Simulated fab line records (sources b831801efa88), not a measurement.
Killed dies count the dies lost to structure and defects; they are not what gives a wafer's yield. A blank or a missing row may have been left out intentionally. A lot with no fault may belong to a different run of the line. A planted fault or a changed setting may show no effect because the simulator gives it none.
fab line records    flow sky130
[record] lots = 13  wafers = 39  lastDay = 50
route steps=708 shown RES_PROTECT@214 LDD_P@262 LDD_HVN@270 PAD_OPEN@708
lots that met no fault: from a run of the same line without faults
startH: hours from the record's opening day to when the first of the lot's shown wafers began    waitH: hours since the lot's step before    " same as the row above    L1.1+2: one row covering several wafers at once    - value missing, or start not given    * or withheld: withheld    < > ~ a bound
route shown NAME@n: names a module that has steps shown in the file, with the first one's number in the route    usual: mean/standard deviation of fault-free wafers    same: alike in all rows    chamber/n: place in a boat    sites: per-site readings    _std_site: standard deviation of those values    _edge_site: the outer-site mean with the inner-site mean subtracted    radiusMm: how far each site lies from the wafer's centre    mask NAME#n: copy n    behind: tool/chamber where the wafer was last shaped    hold: why the lot was held/for how many hours/how that ended    device: whichever transistor did not switch (one of n, p or np)    end of line: tests of these same wafers at the route's end    a step with no rows: only its recipe    killed: dies lost to structure and defects at the first sort, not the wafer's yield    map: the dies of a wafer, with x for killed, . for not killed, _ for no die there
set.NAME: the setting the step ran with; set.NAME@STEP: the setting that earlier step ran with    model.NAME: the simulator's own value behind a step, which no gauge read
route steps across a sampled set of lots; one table per step, one row per wafer
services: the hour from which a tool's chamber was out of use, counted from the record's first day as startH (under 0 if before that day), plus the number of hours and why
[[steps]]
[step SKY_RES_PROTECT_STRIP_07]
[recipe] chemistry = O2/N2  powerW = 1400  pressureMtorr = 1500  platenTempC = withheld  o2FlowSccm = 3000  n2FlowSccm = 300  overashFraction = 0.5
[usual] chamberPressureMTorr = 1500.0/1.3  drypumpMotorCurrentA = 6.15/0.27  o2FlowSccm = 3000/8.3  oesProductAu = 0.518/0.0048  stripTimeToEndpointS = 23.29/0.041
lot.wafer  tool            chamber  startH  waitH  chamberPressureMTorr  drypumpMotorCurrentA  o2FlowSccm  oesProductAu  rfHoursCounterH  stripTimeToEndpointS
L399.1     plasmaAsher-04  1        341.96  0.1    1501.5                6.24                  2995        0.525         22               23.33
L399.4     "               0        "       "      1498.3                6.32                  2984        0.506         -                23.31
L399.6     "               1        "       "      1500.2                6.25                  3005        0.518         -                23.26
L400.4     plasmaAsher-03  1        344.28  0.1    1501.5                6.17                  3014        0.519         -                23.32
L400.5     "               0        "       "      1499.5                5.95                  3002        0.519         -                23.28
L400.6     "               1        "       "      1501.2                6.18                  3018        0.525         -                23.29
L401.1     plasmaAsher-02  0        352.71  0.1    1500.2                5.78                  2997        0.515         64               23.26
L401.3     "               1        "       "      1500.1                6.50                  3008        0.519         -                23.28
L401.6     "               1        "       "      1500.5                6.52                  3007        0.518         -                23.31
L402.1     plasmaAsher-04  0        358.45  0.1    1500.3                6.32                  3006        0.524         23               23.27
L402.3     "               1        "       "      1498.6                6.24                  2998        0.517         -                23.27
L402.5     "               0        "       "      1502.1                6.34                  3009        0.520         -                23.29
L403.2     plasmaAsher-04  0        373.84  0.1    1500.8                6.36                  2995        0.517         25               23.25
L403.3     "               1        "       "      1498.7                6.24                  3003        0.525         -                23.29
L403.4     "               0        "       "      1500.8                6.34                  2996        0.523         -                23.34
L404.2     plasmaAsher-04  0        385.14  0.1    1497.6                6.30                  3000        0.511         26               23.30
L404.3     "               1        "       "      1501.4                6.26                  3003        0.516         -                23.26
L404.6     "               0        "       "      1500.1                6.34                  2998        0.524         -                23.28
L408.2     plasmaAsher-02  1        418.96  0.1    1498.6                6.50                  3000        0.522         71               23.30
L408.4     "               0        "       "      1502.0                5.76                  2992        0.515         -                23.31
L408.6     "               0        "       "      1500.4                5.75                  3000        0.520         -                23.33
L409.2     plasmaAsher-02  0        431.99  0.1    1500.6                5.76                  3000        0.519         73               23.33
L409.3     "               0        "       "      1498.9                5.74                  2988        0.512         -                23.32
L409.5     "               1        "       "      1500.1                6.54                  2994        0.521         -                23.32
L416.1     plasmaAsher-02  1        493.64  0.1    1500.5                6.51                  3000        0.520         79               23.34
L416.5     "               0        "       "      1500.1                5.78                  2992        0.514         -                23.30
L416.6     "               1        "       "      1499.6                6.53                  2995        0.515         -                23.37
L417.3     plasmaAsher-03  0        498.13  0.1    1501.1                5.97                  3003        0.507         -                23.35
L417.4     "               1        "       "      1499.1                6.17                  2993        0.522         -                23.35
L417.6     "               0        "       "      1501.0                5.97                  3002        0.516         -                23.31
L419.1     plasmaAsher-04  1        509.16  0.1    1498.7                6.24                  3012        0.519         38               23.30
L419.2     "               0        "       "      1500.2                6.32                  3014        0.522         38               23.33
L419.6     "               1        "       "      1501.4                6.26                  3006        0.521         -                23.35
L420.1     plasmaAsher-03  0        514.19  0.1    1498.8                5.95                  2992        0.519         9                23.22
L420.2     "               1        "       "      1498.0                6.15                  2994        0.514         9                23.21
L420.6     "               0        "       "      1500.6                5.97                  3004        0.512         -                23.20
L422.1     plasmaAsher-04  1        536.40  0.1    1499.1                6.24                  3010        0.520         41               23.30
L422.4     "               0        "       "      1501.1                6.35                  3012        0.519         -                23.28
L422.5     "               0        "       "      1501.6                6.33                  3000        0.515         -                23.31
[step SKY_LDD_P_CD_MEAS_07]
[recipe] targetCdNm = 380
[usual] cdNm = 379.9/2
lot.wafer  tool      chamber  startH  waitH  cdNm
L399.1     cdSem-02  -        433.51  0.1    380.3
L399.4     "         -        "       "      380.0
L399.6     "         -        "       "      378.0
L400.4     cdSem-02  -        438.22  0.1    379.4
L400.5     "         -        "       "      380.0
L400.6     "         -        "       "      380.8
L401.1     cdSem-02  -        447.31  0.2    378.1
L401.3     "         -        "       "      379.1
L401.6     "         -        "       "      380.9
L402.1     cdSem-02  -        451.11  0.1    379.7
L402.3     "         -        "       "      378.2
L402.5     "         -        "       "      381.3
L403.2     cdSem-01  -        468.23  0.1    380.5
L403.3     "         -        "       "      382.2
L403.4     "         -        "       "      380.4
L404.2     cdSem-01  -        480.23  0.1    382.7
L404.3     "         -        "       "      384.4
L404.6     "         -        "       "      382.6
L408.2     cdSem-02  -        517.73  0.1    379.2
L408.4     "         -        "       "      378.3
L408.6     "         -        "       "      377.0
L409.2     cdSem-01  -        529.11  0.1    379.3
L409.3     "         -        "       "      379.9
L409.5     "         -        "       "      379.5
L416.1     cdSem-01  -        587.01  0.1    379.7
L416.5     "         -        "       "      379.1
L416.6     "         -        "       "      375.8
L417.3     cdSem-02  -        591.58  0.1    381.4
L417.4     "         -        "       "      380.7
L417.6     "         -        "       "      382.7
L419.1     cdSem-01  -        602.96  0.1    377.0
L419.2     "         -        "       "      377.6
L419.6     "         -        "       "      378.5
L420.1     cdSem-02  -        606.74  0.1    378.3
L420.2     "         -        "       "      378.6
L420.6     "         -        "       "      376.1
L422.1     cdSem-02  -        627.96  0.1    380.5
L422.4     "         -        "       "      381.8
L422.5     "         -        "       "      380.5
[step SKY_LDD_P_OVL_MEAS_08]
[usual] LDD_P_OVL = 0.4/1.6
lot.wafer  tool        chamber  startH  waitH  LDD_P_OVL[nm]
L399.1     overlay-02  -        433.63  0.1    -0.9
L399.4     "           -        "       "      0.7
L399.6     "           -        "       "      1.9
L400.4     overlay-02  -        438.30  0.1    -0.6
L400.5     "           -        "       "      -1.1
L400.6     "           -        "       "      0.1
L401.1     overlay-01  -        447.43  0.1    -0.3
L401.3     "           -        "       "      1.2
L401.6     "           -        "       "      1.6
L402.1     overlay-02  -        451.23  0.1    -1.4
L402.3     "           -        "       "      -1.7
L402.5     "           -        "       "      -1.5
L403.2     overlay-02  -        468.33  0.1    -1.9
L403.3     "           -        "       "      -1.5
L403.4     "           -        "       "      -0.6
L404.2     overlay-02  -        480.33  0.1    0.7
L404.3     "           -        "       "      0.3
L404.6     "           -        "       "      1.0
L408.2     overlay-01  -        517.83  0.1    -1.8
L408.4     "           -        "       "      0.0
L408.6     "           -        "       "      0.5
L409.2     overlay-01  -        529.22  0.1    0.6
L409.3     "           -        "       "      0.3
L409.5     "           -        "       "      1.7
L416.1     overlay-02  -        587.13  0.1    -1.6
L416.5     "           -        "       "      -1.7
L416.6     "           -        "       "      -1.1
L417.3     overlay-02  -        591.67  0.1    -1.2
L417.4     "           -        "       "      -1.3
L417.6     "           -        "       "      1.7
L419.1     overlay-02  -        603.08  0.1    -0.6
L419.2     "           -        "       "      -3.5
L419.6     "           -        "       "      -1.9
L420.1     overlay-01  -        606.86  0.1    0.0
L420.2     "           -        "       "      0.4
L420.6     "           -        "       "      -0.1
L422.1     overlay-02  -        628.08  0.1    2.4
L422.4     "           -        "       "      1.4
L422.5     "           -        "       "      0.8
[step SKY_LDD_HVN_SOFTBAKE_03]
[recipe] tempC = 90  timeS = 60  resist = NOVOLAK
[usual] heaterPowerTotalW = 56.60/0.048  runLengthS = 89.08/0.18
lot.wafer  tool           chamber  startH  waitH  heaterPowerTotalW  runLengthS
L399.1     lithoTrack-03  0        448.70  0.1    56.60              89.17
L399.4     "              0        "       "      56.68              88.87
L399.6     "              0        "       "      56.63              89.10
L400.4     lithoTrack-04  0        453.93  0.1    56.62              89.39
L400.5     "              0        "       "      56.67              89.34
L400.6     "              0        "       "      56.55              89.20
L401.1     lithoTrack-04  0        463.26  0.1    56.59              89.59
L401.3     "              0        "       "      56.62              89.41
L401.6     "              0        "       "      56.64              89.31
L402.1     lithoTrack-03  0        467.00  0.1    56.61              89.14
L402.3     "              0        "       "      56.56              88.93
L402.5     "              0        "       "      56.56              88.94
L403.2     lithoTrack-03  0        481.97  0.1    56.63              88.91
L403.3     "              0        "       "      56.66              89.13
L403.4     "              0        "       "      56.59              89.04
L404.2     lithoTrack-03  0        496.57  0.1    56.62              88.99
L404.3     "              0        "       "      56.59              88.99
L404.6     "              0        "       "      56.59              88.96
L408.2     lithoTrack-03  0        533.22  0.1    56.57              88.97
L408.4     "              0        "       "      56.65              88.89
L408.6     "              0        "       "      56.60              88.92
L409.2     lithoTrack-01  0        543.87  0.1    56.59              88.84
L409.3     "              0        "       "      56.64              88.96
L409.5     "              0        "       "      56.65              88.99
L416.1     lithoTrack-04  0        601.81  0.1    56.55              89.42
L416.5     "              0        "       "      56.61              89.18
L416.6     "              0        "       "      56.58              89.26
L417.3     lithoTrack-04  0        606.86  0.1    57.62              86.64
L417.4     "              0        "       "      56.55              89.20
L417.6     "              0        "       "      57.51              86.40
L419.1     lithoTrack-01  0        617.49  0.1    56.65              88.89
L419.2     "              0        "       "      56.55              89.07
L419.6     "              0        "       "      56.63              88.96
L420.1     lithoTrack-04  0        622.06  0.1    56.55              89.19
L420.2     "              0        "       "      57.53              86.56
L420.6     "              0        "       "      57.57              86.40
L422.1     lithoTrack-01  0        642.34  0.1    56.55              88.86
L422.4     "              0        "       "      56.62              89.06
L422.5     "              0        "       "      56.52              89.14
[step SKY_PAD_OPEN_PROBE_99]
[usual] killed_at_M0_to_M3 = 44/6.8  killed_at_M4_up = 3.2/1.7  killedAtContacts = 24/4.9  killedAtFrontEnd = 14/4.1  killedAtOther = 0.2/0.51  killedDies = 85/8.7  killedOpen = 46/6.8  killedShort = 39/6.1
[same] grossDies = 492  killedAtBackSide = 0
lot.wafer  tool       chamber  startH   waitH  killed_at_M0_to_M3  killed_at_M4_up  killedAtContacts  killedAtFrontEnd  killedAtOther  killedDies  killedOpen  killedShort
L401.1     prober-02  -        1081.83  0.1    39                  2                23                12                0              76          42          34
L401.3     prober-02  -        1081.93  0.2    31                  5                33                10                0              79          42          37
L401.6     prober-02  -        1082.08  0.2    47                  2                23                17                0              89          45          44
L404.2     prober-01  -        1104.54  0.1    62                  4                23                8                 1              98          60          38
L404.3     prober-01  -        1104.59  0.2    51                  1                26                9                 1              88          50          38
L404.6     prober-01  -        1104.74  0.2    43                  3                19                13                0              78          36          42
L409.2     prober-02  -        1137.76  0.1    41                  7                20                8                 0              76          42          34
L409.3     prober-02  -        1137.81  0.2    50                  2                19                12                0              83          53          30
L409.5     prober-02  -        1137.91  0.2    43                  2                33                15                0              93          54          39
L416.1     prober-01  -        1173.27  0.1    55                  6                25                19                1              106         55          51
L416.5     prober-01  -        1173.47  0.2    56                  5                13                5                 2              81          35          46
L416.6     prober-01  -        1173.52  0.2    45                  6                31                16                0              98          54          44
L420.1     prober-01  -        1185.36  0.1    46                  3                21                15                0              85          53          32
L420.2     prober-01  -        1185.41  0.1    47                  2                26                18                0              93          56          37
L420.6     prober-01  -        1185.61  0.2    50                  4                25                11                1              91          48          43
// killed by level:class
L401.1 VIA2:geometricParticle:open=9 CONTACT:geometricParticle:open=7 VIA1:geometricParticle:open=7 LOCAL_INTERCONNECT:geometricParticle:short=6 VIA2:geometricParticle:short=6 VIA3:geometricParticle:open=5 LI_CONTACT:geometricParticle:open=5 FIELD_ISO:geometricParticle:short=4
L401.3 CONTACT:geometricParticle:open=14 VIA1:geometricParticle:open=10 CONTACT:geometricParticle:short=7 LOCAL_INTERCONNECT:geometricParticle:short=5 METAL2:geometricParticle:short=5 FIELD_ISO:geometricParticle:open=4 LI_CONTACT:geometricParticle:open=4 METAL1:geometricParticle:short=3
L401.6 VIA2:geometricParticle:open=10 METAL3:geometricParticle:short=7 VIA1:geometricParticle:open=6 CONTACT:geometricParticle:open=6 METAL1:geometricParticle:short=6 VIA3:geometricParticle:open=6 CONTACT:geometricParticle:short=5 FIELD_ISO:geometricParticle:open=4
L404.2 VIA1:geometricParticle:open=14 VIA3:geometricParticle:open=11 LI_CONTACT:geometricParticle:open=9 VIA2:geometricParticle:open=9 METAL1:geometricParticle:short=8 CONTACT:geometricParticle:open=7 VIA3:geometricParticle:short=5 FIELD_ISO:geometricParticle:short=3
L404.3 VIA1:geometricParticle:open=16 CONTACT:geometricParticle:open=10 METAL1:geometricParticle:short=7 CONTACT:geometricParticle:short=6 METAL2:geometricParticle:short=6 VIA3:geometricParticle:open=6 LI_CONTACT:geometricParticle:short=5 VIA2:geometricParticle:short=4
L404.6 METAL1:geometricParticle:short=6 VIA3:geometricParticle:short=5 LI_CONTACT:geometricParticle:short=5 LI_CONTACT:geometricParticle:open=5 CONTACT:geometricParticle:open=5 VIA1:geometricParticle:short=5 VIA3:geometricParticle:open=5 METAL2:geometricParticle:short=5
L409.2 CONTACT:geometricParticle:open=8 VIA1:geometricParticle:open=8 METAL2:geometricParticle:short=7 FIELD_ISO:geometricParticle:open=6 METAL1:geometricParticle:short=6 VIA3:geometricParticle:open=6 METAL4:geometricParticle:short=5 METAL3:geometricParticle:short=5
L409.3 VIA2:geometricParticle:open=13 LI_CONTACT:geometricParticle:open=11 VIA1:geometricParticle:open=11 FIELD_ISO:geometricParticle:open=6 METAL2:geometricParticle:short=6 VIA3:geometricParticle:open=6 VIA1:geometricParticle:short=5 METAL1:geometricParticle:short=4
L409.5 VIA1:geometricParticle:open=13 CONTACT:geometricParticle:open=12 LI_CONTACT:geometricParticle:open=9 CONTACT:geometricParticle:short=7 POLY_GATE:geometricParticle:open=6 METAL1:geometricParticle:short=6 VIA2:geometricParticle:short=5 METAL2:geometricParticle:short=5
L416.1 VIA1:geometricParticle:open=12 VIA2:geometricParticle:open=11 CONTACT:geometricParticle:open=11 FIELD_ISO:geometricParticle:short=8 VIA1:geometricParticle:short=8 CONTACT:geometricParticle:short=5 VIA2:geometricParticle:short=5 VIA3:geometricParticle:short=5
L416.5 METAL2:geometricParticle:short=11 VIA1:geometricParticle:open=10 VIA2:geometricParticle:open=9 METAL1:geometricParticle:short=8 VIA3:geometricParticle:open=6 VIA1:geometricParticle:short=5 FIELD_ISO:geometricParticle:short=4 LOCAL_INTERCONNECT:geometricParticle:short=4
L416.6 VIA1:geometricParticle:open=13 LI_CONTACT:geometricParticle:open=11 LOCAL_INTERCONNECT:geometricParticle:short=6 METAL4:geometricParticle:short=6 VIA3:geometricParticle:open=6 METAL1:geometricParticle:short=5 CONTACT:geometricParticle:open=5 FIELD_ISO:geometricParticle:open=4
L420.1 VIA1:geometricParticle:open=10 VIA2:geometricParticle:open=10 LI_CONTACT:geometricParticle:open=7 CONTACT:geometricParticle:open=7 VIA3:geometricParticle:open=6 POLY_GATE:geometricParticle:open=5 FIELD_ISO:geometricParticle:short=4 METAL2:geometricParticle:short=4
L420.2 VIA1:geometricParticle:open=12 VIA2:geometricParticle:open=9 LI_CONTACT:geometricParticle:open=8 CONTACT:geometricParticle:open=8 METAL1:geometricParticle:short=8 POLY_GATE:geometricParticle:open=7 METAL2:geometricParticle:short=7 VIA3:geometricParticle:open=6
L420.6 VIA1:geometricParticle:open=11 CONTACT:geometricParticle:open=10 METAL1:geometricParticle:short=8 LI_CONTACT:geometricParticle:open=7 VIA3:geometricParticle:open=7 VIA2:geometricParticle:open=5 POLY_GATE:geometricParticle:open=4 VIA3:geometricParticle:short=4
[[services]]
tool            chamber  startH  hours  kind
plasmaAsher-03  -        333.44  2.8    pm
plasmaAsher-03  -        421.25  9.0    pm
plasmaAsher-03  0        421.25  9.0    ventCycle
plasmaAsher-03  1        421.25  9.0    ventCycle
plasmaAsher-02  -        427.84  1.3    repair
plasmaAsher-03  0        430.25  -      clean
plasmaAsher-03  1        430.25  -      clean
plasmaAsher-03  -        443.47  3.0    repair
plasmaAsher-04  -        477.69  2.8    pm
plasmaAsher-03  -        507.16  1.3    repair
plasmaAsher-02  -        530.22  2.8    pm
plasmaAsher-02  -        535.48  1.8    repair
plasmaAsher-04  -        542.33  2.1    repair
plasmaAsher-04  -        588.81  0.4    repair
[[key]]
[firstSign] step = SKY_LDD_HVN_SOFTBAKE_03  reading = heaterPowerTotalW  direction = up  sigmas = 20  usual = *  struck = *
[effect] step = SKY_LDD_HVN_SOFTBAKE_03  reading = runLengthS  direction = down  sigmas = 14  usual = *  struck = *
metAt SKY_LDD_HVN_SOFTBAKE_03
struckLots L417,L420
struckWafers L417.3,L417.6,L420.2,L420.6
testerLeftOut L417,L420
notActingAt SKY_RES_PROTECT_STRIP_07,SKY_LDD_P_CD_MEAS_07,SKY_LDD_P_OVL_MEAS_08
onsetBetween 601.81 606.86
[fault] kind = processParameterDrift  tool = lithoTrack-04  chamber = -  onsetH = 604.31  steps = SKY_LDD_HVN_SOFTBAKE_03  channel = timeS  offset = *  shape = step  endH = 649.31  scope = struckWafersOnly  actsIn = *  stated = *
// testerLeftOut: of these lots the tester's yield and bins aren't shown, on N5 and GAA mostly nor the transistor test; their killed dies are dies lost to structure and defects alone, not to doping, threshold or leakage, so they don't give the yield
